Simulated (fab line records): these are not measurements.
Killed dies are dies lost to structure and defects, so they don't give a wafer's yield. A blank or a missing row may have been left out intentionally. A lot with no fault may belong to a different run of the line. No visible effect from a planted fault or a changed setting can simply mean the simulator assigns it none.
Matching of chambers | flow sky130 | rieDiel-02 running SKY_PASSIVATION_ETCH_11: 4 sister chambers
The step etches the open film in CF4/O2, stops on AlCu, target depth 725 nm, time 161.1 s. 4 wafers are shown with their chamber, then 8 later ones without.

## EACH WAFER AND ITS CHAMBER
wafer  | chamber | oesProductAu (a.u.)
L081.2 | 3       | 0.956
L081.3 | 2       | 0.977
L081.6 | 1       | 0.983
L084.1 | 0       | 0.975

## WAFERS MISSING THEIR CHAMBER
wafer  | oesProductAu (a.u.)
L084.3 | 0.969
L084.4 | 0.989
L086.3 | 0.960
L086.5 | 0.985
L086.6 | 0.988
L097.1 | 0.982
L097.4 | 0.988
L097.6 | 0.985

## WHICH CHAMBER EACH ONE RAN IN
wafer  | from the rows above               | in truth
L084.3 | can't be placed: 0 or 2 or 3 or 1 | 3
L084.4 | can't be placed: 1 or 2 or 0      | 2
L086.3 | 3                                 | 3
L086.5 | can't be placed: 1 or 2 or 0      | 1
L086.6 | can't be placed: 1 or 2 or 0      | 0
L097.1 | can't be placed: 1 or 2 or 0      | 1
L097.4 | can't be placed: 1 or 2 or 0      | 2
L097.6 | can't be placed: 1 or 2 or 0      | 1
Placed correctly: 1 of 8. Cannot be placed on the basis of these rows: 7; the candidates contain the true chamber in 7. Placed wrongly: 0.
How it was worked out, from the rows above alone: a wafer's distance from a chamber is the root of the sum, over the readings, of the square of ((its reading less the chamber's mean) divided by the reading's scatter). If the next closest chamber is less than 2 further off than the closest, the wafer can't be placed; otherwise it belongs to the closest. The mean given for a chamber averages the wafers shown for that chamber. The scatter: with one shown wafer a chamber, the root of the mean of the squares of how far each hidden wafer lies from its nearest shown one.
